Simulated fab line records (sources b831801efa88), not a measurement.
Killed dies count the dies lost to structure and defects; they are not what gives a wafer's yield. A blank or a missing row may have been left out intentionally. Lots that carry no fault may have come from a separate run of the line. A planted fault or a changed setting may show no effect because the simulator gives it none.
fab line records	flow sky130
[record] lots = 6	wafers = 18	lastDay = 50
route steps=708 shown METAL5@662 PAD_OPEN@708
lots untouched by any fault: they come from a run of this same line in which no faults occurred
startH: start of the lot's first displayed wafer, in hours after the record's first day	waitH: hours elapsed since this lot's preceding step	" unchanged from the row above	L1.1+2: one row covering several wafers at once	- no value present, or no start provided	* or withheld: withheld	< > ~ a bound
route shown NAME@n: a module of which the file shows steps, and the number in the route of the first	usual: mean and standard deviation over wafers with no fault	same: alike in all rows	chamber/n: place in a boat	sites: each site's reading	_std_site: their standard deviation	_edge_site: inner sites' mean taken away from outer sites' mean	radiusMm: for every site, how far away it sits from the centre of the wafer	mask NAME#n: copy n	behind: the last tool/chamber to shape the wafer	hold: the reason the lot was held/the length of the hold in hours/how it ended	device: which transistor (n, p or np) failed to switch	end of line: at the end of the route, the tests of the same wafers	a step without rows: its recipe alone	killed: dies that structure and defects cost at the first sort, which is not the same as the wafer's yield	map: per-die view of a wafer (x killed, . not killed, _ where there is no die)
set.NAME: setting as actually run; set.NAME@STEP: the setting as run at that earlier step	model.NAME: the simulator's own value behind a step, which no gauge read
lots seen at some steps along the route; tables by step, rows by wafer
services: when a tool's chamber went out of use (startH, in hours from the record's first day, below 0 if earlier), for how many hours, and the reason
[[steps]]
[step SKY_METAL5_SPUTTER_01]
[recipe] material = TiN	targetThkNm = 20	powerW = 6500	timeS = 16.7	chamberPressurePa = 0.4
[usual] throttleValvePct = 30.7/1.3
lot.wafer	tool	chamber	startH	waitH	throttleValvePct
L164.2	pvdSputter-04	-	1023.13	0.0	29.0
L164.3	"	-	"	"	30.1
L164.4	"	-	"	"	28.9
L167.1	pvdSputter-04	-	1045.71	0.0	28.9
L167.3	"	-	"	"	29.6
L167.4	"	-	"	"	29.9
L171.1	pvdSputter-01	-	1074.95	0.0	30.2
L171.2	"	-	"	"	33.0
L171.3	"	-	"	"	30.2
L182.2	pvdSputter-03	-	1130.92	0.0	29.8
L182.3	"	-	"	"	32.9
L182.5	"	-	"	"	32.7
L181.4	pvdSputter-01	-	1131.22	0.0	30.4
L181.5	"	-	"	"	30.6
L181.6	"	-	"	"	33.0
L183.1	pvdSputter-04	-	1144.00	0.0	28.9
L183.3	"	-	"	"	30.0
L183.4	"	-	"	"	30.3
[step SKY_METAL5_SPUTTER_02]
[recipe] material = AlCu	targetThkNm = 1150	powerW = 10600	timeS = 61.2	chamberPressurePa = 0.4
[usual] throttleValvePct = 30.7/1.3
lot.wafer	tool	chamber	startH	waitH	throttleValvePct
L164.2	pvdSputter-04	-	1023.16	0.0	28.9
L164.3	"	-	"	"	29.6
L164.4	"	-	"	"	29.0
L167.1	pvdSputter-04	-	1045.74	0.0	28.9
L167.3	"	-	"	"	29.7
L167.4	"	-	"	"	30.2
L171.1	pvdSputter-01	-	1074.98	0.0	30.5
L171.2	"	-	"	"	32.9
L171.3	"	-	"	"	30.3
L182.2	pvdSputter-03	-	1130.94	0.0	29.4
L182.3	"	-	"	"	32.8
L182.5	"	-	"	"	32.9
L181.4	pvdSputter-01	-	1131.24	0.0	30.1
L181.5	"	-	"	"	30.6
L181.6	"	-	"	"	32.9
L183.1	pvdSputter-04	-	1144.03	0.0	28.7
L183.3	"	-	"	"	29.9
L183.4	"	-	"	"	30.6
[step SKY_METAL5_SPUTTER_03]
[recipe] material = Ti	targetThkNm = 5	powerW = 3000	timeS = 3.3	chamberPressurePa = 0.4
[usual] throttleValvePct = 30.7/1.3
lot.wafer	tool	chamber	startH	waitH	throttleValvePct
L164.2	pvdSputter-04	-	1023.21	0.0	28.7
L164.3	"	-	"	"	29.8
L164.4	"	-	"	"	28.8
L167.1	pvdSputter-04	-	1045.79	0.0	28.9
L167.3	"	-	"	"	29.6
L167.4	"	-	"	"	29.7
L171.1	pvdSputter-01	-	1075.03	0.0	30.6
L171.2	"	-	"	"	32.9
L171.3	"	-	"	"	30.5
L182.2	pvdSputter-03	-	1131.00	0.0	29.3
L182.3	"	-	"	"	32.7
L182.5	"	-	"	"	32.6
L181.4	pvdSputter-01	-	1131.30	0.0	30.5
L181.5	"	-	"	"	30.9
L181.6	"	-	"	"	32.9
L183.1	pvdSputter-04	-	1144.08	0.0	29.0
L183.3	"	-	"	"	30.0
L183.4	"	-	"	"	30.8
[step SKY_METAL5_SPUTTER_04]
[recipe] material = TiN	targetThkNm = 70	powerW = 6500	timeS = 58.3	chamberPressurePa = 0.4
[usual] throttleValvePct = 30.7/1.3
lot.wafer	tool	chamber	startH	waitH	throttleValvePct
L164.2	pvdSputter-04	-	1023.23	0.0	28.9
L164.3	"	-	"	"	30.0
L164.4	"	-	"	"	29.0
L167.1	pvdSputter-04	-	1045.81	0.0	28.8
L167.3	"	-	"	"	29.9
L167.4	"	-	"	"	30.2
L171.1	pvdSputter-01	-	1075.04	0.0	30.4
L171.2	"	-	"	"	32.7
L171.3	"	-	"	"	30.4
L182.2	pvdSputter-03	-	1131.01	0.0	29.3
L182.3	"	-	"	"	32.8
L182.5	"	-	"	"	33.0
L181.4	pvdSputter-01	-	1131.31	0.0	30.3
L181.5	"	-	"	"	30.6
L181.6	"	-	"	"	32.9
L183.1	pvdSputter-04	-	1144.10	0.0	28.5
L183.3	"	-	"	"	30.2
L183.4	"	-	"	"	30.3
[step SKY_METAL5_RS_MEAS_05]
[recipe] thkMeasGauge = four-point-probe	reads = TiN_of_METAL5_SPUTTER_04+Ti_of_METAL5_SPUTTER_03+AlCu_of_METAL5_SPUTTER_02+TiN_of_METAL5_SPUTTER_01+Ti_of_METAL5_SPUTTER_00
[usual] METAL5_ALCU_RS = 0.0272/0.00034
lot.wafer	tool	chamber	startH	waitH	METAL5_ALCU_RS[ohm/sq]
L164.2	filmMetro-01	-	1023.30	0.0	0.0269
L164.3	"	-	"	"	0.0268
L164.4	"	-	"	"	0.0270
L167.1	filmMetro-03	-	1045.85	0.0	0.0275
L167.3	"	-	"	"	0.0271
L167.4	"	-	"	"	0.0274
L171.1	filmMetro-02	-	1075.09	0.0	0.0270
L171.2	"	-	"	"	0.0270
L171.3	"	-	"	"	0.0275
L182.2	filmMetro-02	-	1131.08	0.0	0.0273
L182.3	"	-	"	"	0.0275
L182.5	"	-	"	"	0.0276
L181.4	filmMetro-03	-	1131.42	0.1	0.0268
L181.5	"	-	"	"	0.0268
L181.6	"	-	"	"	0.0271
L183.1	filmMetro-01	-	1144.15	0.0	0.0270
L183.3	"	-	"	"	0.0271
L183.4	"	-	"	"	0.0272
[step SKY_METAL5_THK_MEAS_06]
[recipe] thkMeasGauge = xrf	reads = AlCu_of_METAL5_SPUTTER_02
[usual] METAL5_ALCU_THK = 1133/16
lot.wafer	tool	chamber	startH	waitH	METAL5_ALCU_THK[nm]
L164.2	filmMetro-01	-	1023.41	0.1	1152
L164.3	"	-	"	"	1157
L164.4	"	-	"	"	1151
L167.1	filmMetro-03	-	1045.97	0.1	1118
L167.3	"	-	"	"	1137
L167.4	"	-	"	"	1118
L171.1	filmMetro-02	-	1075.21	0.1	1138
L171.2	"	-	"	"	1145
L171.3	"	-	"	"	1126
L182.2	filmMetro-02	-	1131.19	0.1	1125
L182.3	"	-	"	"	1121
L182.5	"	-	"	"	1111
L181.4	filmMetro-03	-	1131.51	0.1	1152
L181.5	"	-	"	"	1151
L181.6	"	-	"	"	1136
L183.1	filmMetro-01	-	1144.27	0.1	1139
L183.3	"	-	"	"	1132
L183.4	"	-	"	"	1132
[step SKY_METAL5_DEHYDRATE_07]
[recipe] tempC = 200	timeS = 60
[step SKY_METAL5_HMDS_08]
[recipe] primeTimeS = 60	primeTempC = 120
[step SKY_METAL5_COAT_09]
[recipe] resist = NOVOLAK	spinRpm = 3000	resistThkNm = 1800
[step SKY_METAL5_SOFTBAKE_10]
[recipe] tempC = 90	timeS = 60	resist = NOVOLAK
[step SKY_METAL5_EXPOSE_11]
[recipe] maskId = MM5	na = 0.6	sourceShape = conventional	sigmaOuter = 0.6	polarization = unpolarized	targetCdNm = 1600	doseMj = 190
[step SKY_METAL5_PEB_12]
[recipe] tempC = withheld	timeS = *	resist = NOVOLAK
[step SKY_METAL5_DEVELOP_13]
[recipe] resist = NOVOLAK	developer = TMAH	developTimeS = 60	devTempC = 23
[usual] developerTempC = 23.01/0.097
lot.wafer	tool	chamber	startH	waitH	developerTempC
L164.2	lithoTrack-01	0	1046.01	0.1	23.03
L164.3	"	0	"	"	22.91
L164.4	"	0	"	"	23.03
L167.1	lithoTrack-01	0	1065.84	0.1	22.01
L167.3	"	0	"	"	22.12
L167.4	"	0	"	"	22.06
L171.1	lithoTrack-01	0	1094.69	0.1	22.06
L171.2	"	0	"	"	22.17
L171.3	"	0	"	"	22.16
L182.2	lithoTrack-03	0	1148.42	0.1	22.95
L182.3	"	0	"	"	23.09
L182.5	"	0	"	"	23.02
L181.4	lithoTrack-01	0	1148.56	0.1	22.80
L181.5	"	0	"	"	22.99
L181.6	"	0	"	"	23.05
L183.1	lithoTrack-01	0	1161.34	0.1	23.11
L183.3	"	0	"	"	22.91
L183.4	"	0	"	"	22.97
[step SKY_METAL5_DESCUM_14]
[recipe] chemistry = O2	sourcePowerW = 150	biasPowerW = 0	pressureMtorr = 10	tempC = 40	timeS = 11
[usual] drypumpMotorCurrentA = 5.9/0.42	oesProductAu = 0.992/0.0083
[same] biasPowerW = 0
lot.wafer	tool	chamber	startH	waitH	drypumpMotorCurrentA	oesProductAu	rfHoursCounterH
L164.2	rieMetal-03	1	1046.14	0.1	5.6	0.996	13
L164.3	"	0	"	"	6.0	0.992	-
L164.4	"	1	"	"	5.7	0.987	-
L167.1	rieMetal-01	0	1065.99	0.1	5.7	0.997	22
L167.3	"	0	"	"	5.6	0.992	-
L167.4	"	1	"	"	5.7	1.001	-
L171.1	rieMetal-02	1	1094.84	0.1	5.7	0.993	24
L171.2	"	1	"	"	5.7	0.992	-
L171.3	"	1	"	"	5.7	0.988	-
L182.2	rieMetal-03	0	1148.54	0.1	6.0	0.998	19
L182.3	"	0	"	"	6.0	0.995	-
L182.5	"	0	"	"	6.0	0.992	-
L181.4	rieMetal-01	0	1148.65	0.1	5.6	1.002	-
L181.5	"	1	"	"	5.7	1.008	-
L181.6	"	0	"	"	5.6	0.999	-
L183.1	rieMetal-02	0	1161.49	0.1	6.8	0.988	28
L183.3	"	0	"	"	6.8	0.983	-
L183.4	"	1	"	"	5.7	0.986	-
[step SKY_PAD_OPEN_PROBE_99]
[usual] defectLimitedYield = 82.6/1.8	killed_at_M0_to_M3 = 44/6.5	killed_at_M4_up = 3.3/1.9	killedAtContacts = 23/4.7	killedAtFrontEnd = 15/4.5	killedAtOther = 0.2/0.52	killedDies = 86/8.9	killedOpen = 47/6.8	killedShort = 39/6.1	sort_bin_3_pad_short = 0.8/0.44	sort_bin_5_function = 10.3/1.4	sort_bin_6_memory = 6.3/1.1	sortNPass = 406/8.9	sortYieldPct = 82.6/1.8
[same] grossDies = 492	killedAtBackSide = 0	sort_bin_4_leakage[%] = 0	sort_bin_8_speed[%] = 0
lot.wafer	tool	chamber	startH	waitH	defectLimitedYield[%]	killed_at_M0_to_M3	killed_at_M4_up	killedAtContacts	killedAtFrontEnd	killedAtOther	killedDies	killedOpen	killedShort	sort_bin_3_pad_short[%]	sort_bin_5_function[%]	sort_bin_6_memory[%]	sortNPass	sortYieldPct[%]
L164.2	prober-02	-	1090.56	0.1	84.6	37	4	21	14	0	76	50	26	0.4	10.0	5.1	416	84.6
L164.3	prober-02	-	1090.61	0.2	83.1	44	4	26	9	0	83	49	34	0.4	10.0	6.5	409	83.1
L164.4	prober-02	-	1090.66	0.2	82.9	41	6	20	17	0	84	43	41	1.2	11.0	4.9	408	82.9
L167.1	prober-02	-	1108.06	0.1	82.9	43	1	23	17	0	84	49	35	0.6	10.6	5.9	408	82.9
L167.3	prober-02	-	1108.16	0.2	83.9	47	3	16	13	0	79	43	36	0.6	6.9	8.5	413	83.9
L167.4	prober-02	-	1108.21	0.2	80.9	45	3	26	20	0	94	56	38	0.8	11.6	6.7	398	80.9
L171.1	prober-02	-	1136.31	0.1	84.1	40	2	20	16	0	78	42	36	0.4	10.8	4.7	414	84.1
L171.2	prober-02	-	1136.36	0.1	82.5	45	4	20	15	2	86	47	39	1.0	10.4	6.1	406	82.5
L171.3	prober-02	-	1136.41	0.2	81.9	34	3	30	22	0	89	53	36	1.4	11.0	5.7	403	81.9
L182.2	prober-02	-	1185.76	0.1	81.5	55	4	20	12	0	91	49	42	0.6	9.8	8.1	401	81.5
L182.3	prober-02	-	1185.81	0.2	81.5	49	2	21	18	1	91	47	44	0.6	10.6	7.3	401	81.5
L182.5	prober-02	-	1185.91	0.2	82.7	41	4	23	17	0	85	43	42	0.2	11.2	5.9	407	82.7
L181.4	prober-01	-	1186.56	0.2	82.1	42	6	24	16	0	88	39	49	1.6	10.8	5.5	404	82.1
L181.5	prober-01	-	1186.61	0.2	82.7	46	1	24	13	1	85	47	38	0.4	11.0	5.9	407	82.7
L181.6	prober-01	-	1186.66	0.2	84.8	38	2	20	15	0	75	38	37	0.4	8.7	6.1	417	84.8
L183.1	prober-01	-	1197.46	0.1	83.9	36	8	18	17	0	79	36	43	0.8	8.3	6.9	413	83.9
L183.3	prober-01	-	1197.56	0.2	82.5	46	4	25	11	0	86	41	45	0.2	11.2	6.1	406	82.5
L183.4	prober-01	-	1197.61	0.2	83.5	47	1	24	9	0	81	45	36	0.2	9.6	6.7	411	83.5
// killed by level:class
L164.2 VIA2:geometricParticle:open=12 CONTACT:geometricParticle:open=8 VIA1:geometricParticle:open=6 POLY_GATE:geometricParticle:short=5 LI_CONTACT:geometricParticle:open=5 METAL2:geometricParticle:short=4 POLY_GATE:geometricParticle:open=4 VIA3:geometricParticle:open=4
L164.3 CONTACT:geometricParticle:open=11 VIA3:geometricParticle:open=9 VIA1:geometricParticle:open=7 LI_CONTACT:geometricParticle:open=6 METAL1:geometricParticle:short=6 POLY_GATE:geometricParticle:short=5 VIA2:geometricParticle:open=5 CONTACT:geometricParticle:short=4
L164.4 VIA1:geometricParticle:open=12 CONTACT:geometricParticle:open=10 METAL4:geometricParticle:short=6 POLY_GATE:geometricParticle:short=5 CONTACT:geometricParticle:short=5 VIA1:geometricParticle:short=5 VIA2:geometricParticle:open=5 FIELD_ISO:geometricParticle:open=4
L167.1 CONTACT:geometricParticle:open=12 VIA1:geometricParticle:open=10 LI_CONTACT:geometricParticle:open=6 VIA2:geometricParticle:open=6 METAL3:geometricParticle:short=6 VIA3:geometricParticle:open=6 FIELD_ISO:geometricParticle:short=5 METAL1:geometricParticle:short=5
L167.3 VIA1:geometricParticle:open=11 VIA3:geometricParticle:open=8 METAL2:geometricParticle:short=6 METAL1:geometricParticle:short=6 VIA2:geometricParticle:open=6 CONTACT:geometricParticle:open=5 LI_CONTACT:geometricParticle:open=4 CONTACT:geometricParticle:short=4
L167.4 VIA3:geometricParticle:open=10 LI_CONTACT:geometricParticle:open=10 CONTACT:geometricParticle:open=9 POLY_GATE:geometricParticle:short=6 FIELD_ISO:geometricParticle:open=5 METAL2:geometricParticle:short=5 VIA2:geometricParticle:open=5 METAL3:geometricParticle:short=5
L171.1 FIELD_ISO:geometricParticle:open=9 VIA1:geometricParticle:open=9 CONTACT:geometricParticle:open=6 METAL1:geometricParticle:short=6 LOCAL_INTERCONNECT:geometricParticle:short=5 VIA1:geometricParticle:short=5 LI_CONTACT:geometricParticle:open=4 VIA2:geometricParticle:open=4
L171.2 VIA1:geometricParticle:open=11 VIA3:geometricParticle:open=10 CONTACT:geometricParticle:short=6 CONTACT:geometricParticle:open=6 FIELD_ISO:geometricParticle:short=5 LI_CONTACT:geometricParticle:open=5 METAL1:geometricParticle:short=5 VIA2:geometricParticle:open=4
L171.3 VIA1:geometricParticle:open=12 LI_CONTACT:geometricParticle:open=11 CONTACT:geometricParticle:open=9 SPACER:geometricParticle:open=5 LOCAL_INTERCONNECT:geometricParticle:short=5 FIELD_ISO:geometricParticle:short=4 POLY_GATE:geometricParticle:short=4 POLY_GATE:geometricParticle:open=4
L182.2 VIA1:geometricParticle:open=12 METAL1:geometricParticle:short=10 VIA2:geometricParticle:open=8 CONTACT:geometricParticle:open=7 VIA1:geometricParticle:short=6 LI_CONTACT:geometricParticle:open=5 CONTACT:geometricParticle:short=5 VIA3:geometricParticle:open=5
L182.3 METAL1:geometricParticle:short=10 LI_CONTACT:geometricParticle:open=8 VIA1:geometricParticle:open=7 CONTACT:geometricParticle:open=7 VIA2:geometricParticle:open=6 VIA1:geometricParticle:short=6 POLY_GATE:geometricParticle:open=5 VIA3:geometricParticle:open=5
L182.5 VIA3:geometricParticle:open=9 CONTACT:geometricParticle:open=7 METAL2:geometricParticle:short=7 VIA2:geometricParticle:open=7 LOCAL_INTERCONNECT:geometricParticle:short=6 VIA1:geometricParticle:open=5 CONTACT:geometricParticle:short=5 POLY_GATE:geometricParticle:open=4
L181.4 VIA1:geometricParticle:open=9 CONTACT:geometricParticle:open=7 METAL2:geometricParticle:short=7 CONTACT:geometricParticle:short=6 VIA2:geometricParticle:open=5 LOCAL_INTERCONNECT:geometricParticle:short=5 METAL1:geometricParticle:short=5 METAL4:geometricParticle:short=5
L181.5 CONTACT:geometricParticle:open=13 VIA1:geometricParticle:open=11 VIA1:geometricParticle:short=6 METAL2:geometricParticle:short=6 VIA3:geometricParticle:open=6 VIA3:geometricParticle:short=5 FIELD_ISO:geometricParticle:short=4 LI_CONTACT:geometricParticle:open=4
L181.6 CONTACT:geometricParticle:open=8 VIA3:geometricParticle:open=8 FIELD_ISO:geometricParticle:short=7 VIA1:geometricParticle:open=6 LI_CONTACT:geometricParticle:open=5 CONTACT:geometricParticle:short=4 VIA1:geometricParticle:short=4 VIA2:geometricParticle:open=4
L183.1 CONTACT:geometricParticle:open=7 METAL1:geometricParticle:short=7 VIA2:geometricParticle:open=6 VIA2:geometricParticle:short=5 METAL4:geometricParticle:short=5 POLY_GATE:geometricParticle:short=4 LOCAL_INTERCONNECT:geometricParticle:short=4 VIA1:geometricParticle:open=4
L183.3 VIA1:geometricParticle:open=11 CONTACT:geometricParticle:open=8 LI_CONTACT:geometricParticle:open=6 METAL2:geometricParticle:short=6 VIA2:geometricParticle:open=6 METAL1:geometricParticle:short=5 VIA3:geometricParticle:open=5 SPACER:geometricParticle:short=4
L183.4 CONTACT:geometricParticle:open=9 VIA1:geometricParticle:open=9 VIA3:geometricParticle:open=7 VIA2:geometricParticle:open=6 LI_CONTACT:geometricParticle:open=5 METAL1:geometricParticle:short=5 METAL2:geometricParticle:short=5 LI_CONTACT:geometricParticle:short=4
[[services]]
tool	chamber	startH	hours	kind
rieMetal-01	1	1004.00	-	clean
rieMetal-01	1	1004.00	24.1	scheduledDown
rieMetal-01	1	1004.00	24.1	ventCycle
rieMetal-01	1	1048.37	3.6	repair
rieMetal-03	-	1052.25	0.3	repair
pvdSputter-01	-	1080.86	4.2	repair
pvdSputter-03	-	1081.23	49.6	repair
rieMetal-02	0	1085.63	14.8	repair
rieMetal-03	-	1086.03	0.8	repair
pvdSputter-04	-	1121.02	5.3	repair
pvdSputter-03	-	1123.80	3.4	repair
pvdSputter-03	-	1144.88	1.8	repair
rieMetal-01	0	1156.85	3.0	repair
pvdSputter-01	-	1158.05	2.3	repair
pvdSputter-04	-	1160.05	3.7	repair
[[key]]
[firstSign] step = SKY_METAL5_DEVELOP_13	reading = developerTempC	direction = down	sigmas = 9.5	usual = *	struck = *
effect none on later readings
metAt SKY_METAL5_DEVELOP_13
struckWafers L167.1,L167.3,L167.4,L171.1,L171.2,L171.3
onsetBetween 1046.01 1065.84
[fault] kind = processParameterDrift	tool = lithoTrack-01	chamber = -	onsetH = 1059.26	steps = SKY_METAL5_DEVELOP_13	channel = devTempC	offset = *	shape = step	endH = 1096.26	actsIn = *	stated = *
